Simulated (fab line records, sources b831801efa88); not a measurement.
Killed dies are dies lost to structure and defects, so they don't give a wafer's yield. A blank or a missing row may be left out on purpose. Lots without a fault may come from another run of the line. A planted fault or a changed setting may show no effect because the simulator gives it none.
A struck lot beside a sound one | flow sky130 | 18 steps out of a route of 708
Sound: wafers L105.3, L105.4, L105.6. Struck: wafer L113.1. (L113.2, L113.4 of the same lot were not struck and are left out.) The cause comes at the end.
At each step with rows: each side's tool, then ch and its chambers, then its first start. Under that, the readings that differ: sound wafers | struck wafers | difference of the means | sigmas: that difference in standard deviations of wafers without a fault.
alike: readings whose means differ by less than 2 such deviations, and words and numbers that are the same on both sides. not compared: withheld readings, readings that some wafer has no value for, bounds like >300 that may hide the same value, and numbers for which the record gives no deviation and whose values overlap.
The two part at a step that has a row with sigmas, a row that says differs or no value, or rows on one side only. Numbers that don't overlap but have no deviation are shown without sigmas and don't part them. A reading that every wafer of one side lacks parts them only if that side has two wafers or more.

SKY_VIA1_ETCH_15: etches SiO2 in C4F8/O2/Ar, stops on TiN, target depth 351 nm, time 54 s.
  sound on rie_diel-03 ch 0,1,2, day 33 17:19; struck on rie_diel-04 ch 3, day 36 23:52
  alike: oes_product_au
SKY_VIA1_STRIP_16: strips in O2/N2.
  sound on plasma_asher-01 ch 0,1, day 33 17:24; struck on plasma_asher-02 ch 1, day 36 23:55
  reading                | sound | struck | difference                   | sigmas
  rf_hours_counter_h (h) | - - - | 76     | no value on the sound wafers |
  alike: drypump_motor_current_A, o2_flow_sccm, oes_product_au, strip_time_to_endpoint_s
then, 4 steps without rows for these wafers: SKY_VIA1_STRIP_17 (strips in post etch residue remover, time 1200 s); SKY_VIA1_CLEAN_18 (cleans in IPA, time 180 s); SKY_VIA1_CLEAN_19 (cleans in O3/DIW); SKY_VIA1_SPUTTER_20 (material TiN, target thk 20 nm, time 80 s).
SKY_VIA1_CVD_21: deposits W, target thk 270 nm, time 80.902 s.
  sound on cvd_w-02 ch 0,1, day 33 18:03; struck on cvd_w-01 ch 1, day 37 00:34
  reading               | sound | struck | difference                   | sigmas
  since_wet_clean_h (h) | - - - | 461    | no value on the sound wafers |
  alike: heater_power_w
SKY_VIA1_RS_MEAS_22: measures by four-point-probe.
  sound on film_metro-02, day 33 18:09; struck on film_metro-03, day 37 00:40
  reading            | sound             | struck | difference | sigmas
  VIA1_W_RS (ohm/sq) | 0.429 0.436 0.431 | 0.419  | -0.013     | -3
SKY_VIA1_THK_MEAS_23: measures by xrf.
  sound on film_metro-02, day 33 18:15; struck on film_metro-03, day 37 00:47
  reading         | sound       | struck | difference | sigmas
  VIA1_W_THK (nm) | 270 267 269 | 283    | +14        | +4
SKY_VIA1_CMP_24: polishes, stops on SiO2, t overpolish 15 s, target thk 0 nm.
  sound on cmp-02 ch 2,3, day 33 18:17; struck on cmp-01 ch 1, day 37 00:50
  alike: head_pressure_psi, motor_current_A, overpolish_run_s, time_to_endpoint_s
then, 2 steps without rows for these wafers: SKY_METAL2_SPUTTER_00 (material Ti, target thk 15 nm, time 10 s); SKY_METAL2_SPUTTER_01 (material TiN, target thk 20 nm, time 16.16 s).
SKY_METAL2_SPUTTER_02: material AlCu, target thk 250 nm, time 13.3 s.
  sound on pvd_sputter-02, day 33 18:38; struck on pvd_sputter-02, day 37 01:11
  reading                                     | sound             | struck | difference | sigmas
  throttle_valve_pct (%)                      | 31.5 31.2 31.9    | 28.7   | -2.8       | -2
  model.AlCu_of_METAL2_SPUTTER_02.thk_nm (nm) | 250.7 249.1 250.5 | 285.3  | +35.2      |
  alike: cathode_dc_power_W
SKY_METAL2_SPUTTER_03: material Ti, target thk 5 nm, time 3.3 s.
  sound on pvd_sputter-02, day 33 18:40; struck on pvd_sputter-02, day 37 01:13
  reading                | sound          | struck | difference | sigmas
  throttle_valve_pct (%) | 31.8 31.4 31.9 | 28.3   | -3.4       | -2
  alike: cathode_dc_power_W
then, 1 step without rows for these wafers: SKY_METAL2_SPUTTER_04 (material TiN, target thk 70 nm, time 58.3 s).
SKY_METAL2_RS_MEAS_05: measures by four-point-probe.
  sound on film_metro-02, day 33 18:46; struck on film_metro-04, day 37 01:34
  reading                 | sound                | struck | difference | sigmas
  METAL2_ALCU_RS (ohm/sq) | 0.1268 0.1276 0.1268 | 0.1106 | -0.0165    | -10
  not compared: hold
SKY_METAL2_THK_MEAS_06: measures by xrf.
  sound on film_metro-02, day 33 18:52; struck on film_metro-04, day 37 05:21
  reading              | sound       | struck | difference | sigmas
  METAL2_ALCU_THK (nm) | 249 250 251 | 286    | +36        | +11
  not compared: hold
-- the record jumps here: 11 days lie between the struck wafers' starts before and after (it left off in module METAL2 and takes up again in module PAD_OPEN, whose first step shown is number 708 of the route) --
SKY_PAD_OPEN_PROBE_99:
  sound on prober-02, day 45 15:20; struck on prober-02, day 47 21:25
  reading                      | sound                | struck | difference | sigmas
  model.etest.met2.line_ohm_um | 0.9562 0.9563 0.9333 | 0.7653 | -0.1833    |
  model.etest.met2.rs_ohm_sq   | 0.1279 0.1292 0.1283 | 0.1119 | -0.0166    |

WHERE THEY PART
First at SKY_VIA1_STRIP_16; last, within this record, at SKY_METAL2_THK_MEAS_06.

WHY: what the simulator had put in
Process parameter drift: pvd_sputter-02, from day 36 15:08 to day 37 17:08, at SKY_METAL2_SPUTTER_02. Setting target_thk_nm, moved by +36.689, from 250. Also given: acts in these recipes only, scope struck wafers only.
